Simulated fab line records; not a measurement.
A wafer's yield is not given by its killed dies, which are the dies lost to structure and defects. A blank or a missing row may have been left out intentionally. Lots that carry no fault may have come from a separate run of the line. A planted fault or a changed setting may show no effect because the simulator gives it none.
Split-lot study / flow sky130 / 5 lots, 23 wafers read, on a route of 708 steps

## THE SPLIT ITSELF
At SKY_VT_ADJUST_PCH_COAT_02 (resist thk 3000 nm), the setting resist_thk_nm was moved away from the recipe's 3000 nm on 8 of the 23 wafers read, by -3.3% to +2.1%. The other wafers ran this setting at the recipe's value.

The split's own step is where the reading is taken.

## THE READING
coat_of_VT_ADJUST_PCH_COAT_02.thk_nm (the simulator's own value, which no gauge read), in nm, at SKY_VT_ADJUST_PCH_COAT_02 (resist thk 3000 nm). No usual value for it is given in the file. Across the 15 wafers here that went through the recipe, the average is 3001 nm and the standard deviation 8.2 nm.

wafer=L076.1; tool, chamber at the split=litho_track-03, 0; resist_thk_nm as run, nm=3000; against the recipe=recipe; coat_of_VT_ADJUST_PCH_COAT_02.thk_nm, nm=2989; against lot-mates on the recipe=-
wafer=L076.2; tool, chamber at the split=litho_track-03, 0; resist_thk_nm as run, nm=3000; against the recipe=recipe; coat_of_VT_ADJUST_PCH_COAT_02.thk_nm, nm=2999; against lot-mates on the recipe=-
wafer=L076.3; tool, chamber at the split=litho_track-03, 0; resist_thk_nm as run, nm=3000; against the recipe=recipe; coat_of_VT_ADJUST_PCH_COAT_02.thk_nm, nm=2997; against lot-mates on the recipe=-
wafer=L076.4; tool, chamber at the split=litho_track-03, 0; resist_thk_nm as run, nm=3000; against the recipe=recipe; coat_of_VT_ADJUST_PCH_COAT_02.thk_nm, nm=2995; against lot-mates on the recipe=-
wafer=L076.5; tool, chamber at the split=litho_track-03, 0; resist_thk_nm as run, nm=3000; against the recipe=recipe; coat_of_VT_ADJUST_PCH_COAT_02.thk_nm, nm=2998; against lot-mates on the recipe=-
wafer=L078.2; tool, chamber at the split=litho_track-02, 0; resist_thk_nm as run, nm=3000; against the recipe=recipe; coat_of_VT_ADJUST_PCH_COAT_02.thk_nm, nm=3016; against lot-mates on the recipe=-
wafer=L078.5; tool, chamber at the split=litho_track-02, 0; resist_thk_nm as run, nm=3000; against the recipe=recipe; coat_of_VT_ADJUST_PCH_COAT_02.thk_nm, nm=3012; against lot-mates on the recipe=-
wafer=L078.6; tool, chamber at the split=litho_track-02, 0; resist_thk_nm as run, nm=3000; against the recipe=recipe; coat_of_VT_ADJUST_PCH_COAT_02.thk_nm, nm=3011; against lot-mates on the recipe=-
wafer=L079.2; tool, chamber at the split=litho_track-02, 0; resist_thk_nm as run, nm=2900; against the recipe=-3.3%; coat_of_VT_ADJUST_PCH_COAT_02.thk_nm, nm=2895; against lot-mates on the recipe=-102
wafer=L079.3; tool, chamber at the split=litho_track-02, 0; resist_thk_nm as run, nm=2900; against the recipe=-3.3%; coat_of_VT_ADJUST_PCH_COAT_02.thk_nm, nm=2896; against lot-mates on the recipe=-101
wafer=L079.4; tool, chamber at the split=litho_track-02, 0; resist_thk_nm as run, nm=3000; against the recipe=recipe; coat_of_VT_ADJUST_PCH_COAT_02.thk_nm, nm=2997; against lot-mates on the recipe=-
wafer=L079.6; tool, chamber at the split=litho_track-02, 0; resist_thk_nm as run, nm=3000; against the recipe=recipe; coat_of_VT_ADJUST_PCH_COAT_02.thk_nm, nm=2997; against lot-mates on the recipe=-
wafer=L079.5; tool, chamber at the split=litho_track-02, 0; resist_thk_nm as run, nm=3000; against the recipe=recipe; coat_of_VT_ADJUST_PCH_COAT_02.thk_nm, nm=2996; against lot-mates on the recipe=-
wafer=L080.1; tool, chamber at the split=litho_track-02, 0; resist_thk_nm as run, nm=3049; against the recipe=+1.6%; coat_of_VT_ADJUST_PCH_COAT_02.thk_nm, nm=3046; against lot-mates on the recipe=+52
wafer=L080.2; tool, chamber at the split=litho_track-02, 0; resist_thk_nm as run, nm=3049; against the recipe=+1.6%; coat_of_VT_ADJUST_PCH_COAT_02.thk_nm, nm=3036; against lot-mates on the recipe=+42
wafer=L080.3; tool, chamber at the split=litho_track-02, 0; resist_thk_nm as run, nm=3000; against the recipe=recipe; coat_of_VT_ADJUST_PCH_COAT_02.thk_nm, nm=2992; against lot-mates on the recipe=-
wafer=L080.4; tool, chamber at the split=litho_track-02, 0; resist_thk_nm as run, nm=3049; against the recipe=+1.6%; coat_of_VT_ADJUST_PCH_COAT_02.thk_nm, nm=3056; against lot-mates on the recipe=+62
wafer=L080.5; tool, chamber at the split=litho_track-02, 0; resist_thk_nm as run, nm=3000; against the recipe=recipe; coat_of_VT_ADJUST_PCH_COAT_02.thk_nm, nm=2997; against lot-mates on the recipe=-
wafer=L085.1; tool, chamber at the split=litho_track-03, 0; resist_thk_nm as run, nm=3000; against the recipe=recipe; coat_of_VT_ADJUST_PCH_COAT_02.thk_nm, nm=3015; against lot-mates on the recipe=-
wafer=L085.2; tool, chamber at the split=litho_track-03, 0; resist_thk_nm as run, nm=3063; against the recipe=+2.1%; coat_of_VT_ADJUST_PCH_COAT_02.thk_nm, nm=3067; against lot-mates on the recipe=+57
wafer=L085.3; tool, chamber at the split=litho_track-03, 0; resist_thk_nm as run, nm=3063; against the recipe=+2.1%; coat_of_VT_ADJUST_PCH_COAT_02.thk_nm, nm=3064; against lot-mates on the recipe=+54
wafer=L085.6; tool, chamber at the split=litho_track-03, 0; resist_thk_nm as run, nm=3063; against the recipe=+2.1%; coat_of_VT_ADJUST_PCH_COAT_02.thk_nm, nm=3064; against lot-mates on the recipe=+54
wafer=L085.5; tool, chamber at the split=litho_track-03, 0; resist_thk_nm as run, nm=3000; against the recipe=recipe; coat_of_VT_ADJUST_PCH_COAT_02.thk_nm, nm=3005; against lot-mates on the recipe=-

THE FIT
A straight line over all 23 wafers: coat_of_VT_ADJUST_PCH_COAT_02.thk_nm changes by +30.6 nm for each +1% of resist_thk_nm; r = +0.98; the points scatter about the line by 7.9 nm.
The same after taking each lot's own level away (the mean of its wafers on the recipe; 23 wafers): +29.4 nm for each +1%; r = +0.99; scatter 5 nm.
The reading moves by 98 nm for the largest change in resist_thk_nm, on that fit.
Measured against the standard deviation above, the lots' own levels, which go from 2994.5 to 3013.0 nm, span 2.2 times it.
The two slopes agree, so the slope changes little with the lot-to-lot level.
Check: -97.1 nm against its lot-mates is what the line predicts for one of the wafers moved furthest among these (-3.3%) when that wafer is left out of the fit. It came out at -102 nm against them.

## OTHER SPLITS APPLIED TO THESE WAFERS
Other splits were also applied to these wafers ahead of the reading. Each is held against what the fit with the lots' levels taken away leaves over:
other split on the same wafers=SKY_VT_ADJUST_NCORE_EXPOSE_04 dose_mj; wafers away from the commonest value=5; r with coat_of_VT_ADJUST_PCH_COAT_02.thk_nm (lot level and that fit taken away)=+0.04
other split on the same wafers=SKY_VT_ADJUST_NCORE_DEVELOP_06 dev_temp_c; wafers away from the commonest value=10; r with coat_of_VT_ADJUST_PCH_COAT_02.thk_nm (lot level and that fit taken away)=+0.31
other split on the same wafers=SKY_VT_ADJUST_HVTR_IMPLANT_09 energy_kev; wafers away from the commonest value=4; r with coat_of_VT_ADJUST_PCH_COAT_02.thk_nm (lot level and that fit taken away)=-0.09

## THE WHOLE CHAIN: every reading that the file lists as answering this split, in the file's order
step=SKY_VT_ADJUST_PCH_COAT_02; what it does=resist thk 3000 nm; reading=coat_of_VT_ADJUST_PCH_COAT_02.thk_nm (the simulator's own value, which no gauge read); change (the file's fit)=+29.6 nm for each +1% of the setting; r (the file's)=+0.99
step=SKY_VT_ADJUST_PCH_STRIP_09; what it does=strips in O2/N2; reading=strip_time_to_endpoint_s; change (the file's fit)=withheld for each +1% of the setting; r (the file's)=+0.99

## THE FILE'S OWN FIT
coat_of_VT_ADJUST_PCH_COAT_02.thk_nm changes by +29.6 nm for each +1% of resist_thk_nm, r = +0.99.
